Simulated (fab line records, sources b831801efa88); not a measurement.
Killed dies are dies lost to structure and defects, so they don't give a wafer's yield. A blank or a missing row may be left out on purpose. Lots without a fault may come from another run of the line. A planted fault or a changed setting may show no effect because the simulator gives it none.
A struck lot beside a sound one | flow gf180mcu | 15 steps out of a route of 602
Sound: wafers L369.2, L369.3, L369.6. Struck: wafers L379.1, L379.2, L379.3. The cause comes at the end.
At each step with rows: each side's tool, then ch and its chambers, then its first start. Under that, the readings that differ: sound wafers | struck wafers | difference of the means | sigmas: that difference in standard deviations of wafers without a fault.
alike: readings whose means differ by less than 2 such deviations, and words and numbers that are the same on both sides. not compared: withheld readings, readings that some wafer has no value for, bounds like >300 that may hide the same value, and numbers for which the record gives no deviation and whose values overlap.
The two part at a step that has a row with sigmas, a row that says differs or no value, or rows on one side only. Numbers that don't overlap but have no deviation are shown without sigmas and don't part them. A reading that every wafer of one side lacks parts them only if that side has two wafers or more.

GF_V3_ETCH_16: etches BARC in N2/H2.
  sound on rie_diel-02 ch 0,1,2, day 22 23:07; struck on rie_diel-02 ch 0,1,3, day 27 03:28
  alike: chamber_pressure_mTorr, drypump_motor_current_A, h2_flow_sccm, oes_product_au, throttle_valve_pct
GF_V3_ETCH_17: etches SiO2 in C4F8/O2/Ar, stops on TiN, target depth 635 nm.
  sound on rie_diel-02 ch 0,1,2; struck on rie_diel-02 ch 0,1,3
  alike: chamber_pressure_mTorr, oes_product_au
then, 3 steps without rows for these wafers: GF_V3_STRIP_18 (strips in O2/N2); GF_V3_STRIP_19 (strips in post etch residue remover, time 1200 s); GF_V3_CLEAN_20 (cleans in DIW).
GF_V3_SPUTTER_21: material Ti, target thk 15 nm, time 80.02 s.
  sound on pvd_sputter-02, day 22 23:48; struck on pvd_sputter-03, day 27 04:07
  alike: throttle_valve_pct
then, 1 step without rows for these wafers: GF_V3_SPUTTER_22 (material TiN, target thk 10 nm, time 40 s).
GF_V3_CVD_23: deposits W, target thk 350 nm, time 104.9 s.
  sound on cvd_w-02 ch 0,1, day 22 23:54; struck on cvd_w-01 ch 0,1, day 27 04:14
  alike: heater_power_w
GF_V3_RS_MEAS_24: measures by four-point-probe.
  sound on film_metro-03, day 23 00:02; struck on film_metro-02, day 27 04:20
  alike: V3_W_RS
GF_V3_THK_MEAS_25: measures by xrf.
  sound on film_metro-03, day 23 00:08; struck on film_metro-02, day 27 04:28
  alike: V3_W_THK
then, 1 step without rows for these wafers: GF_V3_CMP_26 (polishes, stops on SiO2, t overpolish 15 s, target thk 0 nm).
GF_M4_SPUTTER_00: material Ti, target thk 37.5 nm, time 150 s.
  sound on pvd_sputter-03, day 23 00:29; struck on pvd_sputter-03, day 27 04:49
  alike: throttle_valve_pct
GF_M4_SPUTTER_01: material TiN, target thk 30 nm, time 25 s.
  sound on pvd_sputter-03, day 23 00:35; struck on pvd_sputter-03, day 27 04:55
  reading                                | sound             | struck           | difference | sigmas
  model.TiN_of_M4_SPUTTER_01.thk_nm (nm) | 29.67 29.89 30.36 | 32.81 32.8 32.85 | +2.85      |
  alike: throttle_valve_pct
then, 1 step without rows for these wafers: GF_M4_SPUTTER_02 (material AlCu, target thk 450 nm, time 24.27 s).
GF_PASSIVATION_PROBE_99:
  the record has rows for the sound wafers here (prober-02, day 29 12:11) and none for the struck ones

WHERE THEY PART
Only at GF_PASSIVATION_PROBE_99, within this record.

WHY: what the simulator had put in
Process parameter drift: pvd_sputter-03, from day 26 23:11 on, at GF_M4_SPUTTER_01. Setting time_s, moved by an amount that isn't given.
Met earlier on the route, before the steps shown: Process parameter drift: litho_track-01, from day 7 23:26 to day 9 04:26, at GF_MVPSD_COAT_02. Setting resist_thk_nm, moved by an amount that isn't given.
